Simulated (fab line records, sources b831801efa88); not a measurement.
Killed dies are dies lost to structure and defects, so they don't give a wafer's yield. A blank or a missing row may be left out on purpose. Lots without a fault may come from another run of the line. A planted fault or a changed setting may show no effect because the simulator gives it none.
Chamber matching | flow gf180mcu | GF_V5_CMP_26 on cmp-02: 4 sister chambers
The step polishes, stops on SiO2, t overpolish 15 s, target thk 0 nm. 8 wafers are shown with their chamber, then 7 later ones without.

WAFERS WITH THEIR CHAMBER
wafer  | chamber | overpolish_run_s (s) | motor_current_A (A)
L807.2 | 2       | 15.007               | 11.8
L810.2 | 1       | 14.999               | 12.1
L810.4 | 2       | 15.013               | 12.1
L817.1 | 0       | 15.006               | 11.3
L817.2 | 3       | 14.979               | 11.5
L817.5 | 1       | 15.001               | 11.3
L823.1 | 3       | 15.002               | 10.9
L823.3 | 0       | 14.975               | 11.3

WAFERS WITHOUT THEIR CHAMBER
wafer  | overpolish_run_s (s) | motor_current_A (A)
L823.6 | 14.989               | 11.5
L826.1 | 15.001               | 11.8
L826.3 | 15.000               | 12.5
L826.5 | 14.976               | 11.0
L827.3 | 15.008               | 12.1
L827.4 | 15.000               | 11.7
L827.5 | 15.006               | 11.3

WHICH CHAMBER EACH WENT THROUGH
wafer  | from the rows above               | in truth
L823.6 | can't be placed: 0 or 3 or 1 or 2 | 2
L826.1 | can't be placed: 1 or 2 or 0 or 3 | 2
L826.3 | can't be placed: 2 or 1 or 0 or 3 | 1
L826.5 | can't be placed: 3 or 0 or 1      | 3
L827.3 | can't be placed: 2 or 1           | 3
L827.4 | can't be placed: 1 or 2 or 0 or 3 | 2
L827.5 | can't be placed: 0 or 3 or 1 or 2 | 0
Placed correctly: 0 of 7. Can't be placed from these rows: 7 (the true chamber is among the candidates in 6). Placed wrongly: 0.
How it was worked out, from the rows above alone: a wafer's distance from a chamber is the root of the sum, over the readings, of the square of ((its reading less the chamber's mean) divided by the reading's scatter). The wafer belongs to the nearest chamber; if the next one is less than 2 further off, it can't be placed. A chamber's mean is the mean of its shown wafers. The scatter: the root of (the sum of the squares of (reading less its chamber's mean) over the shown wafers, divided by (wafers less chambers)).
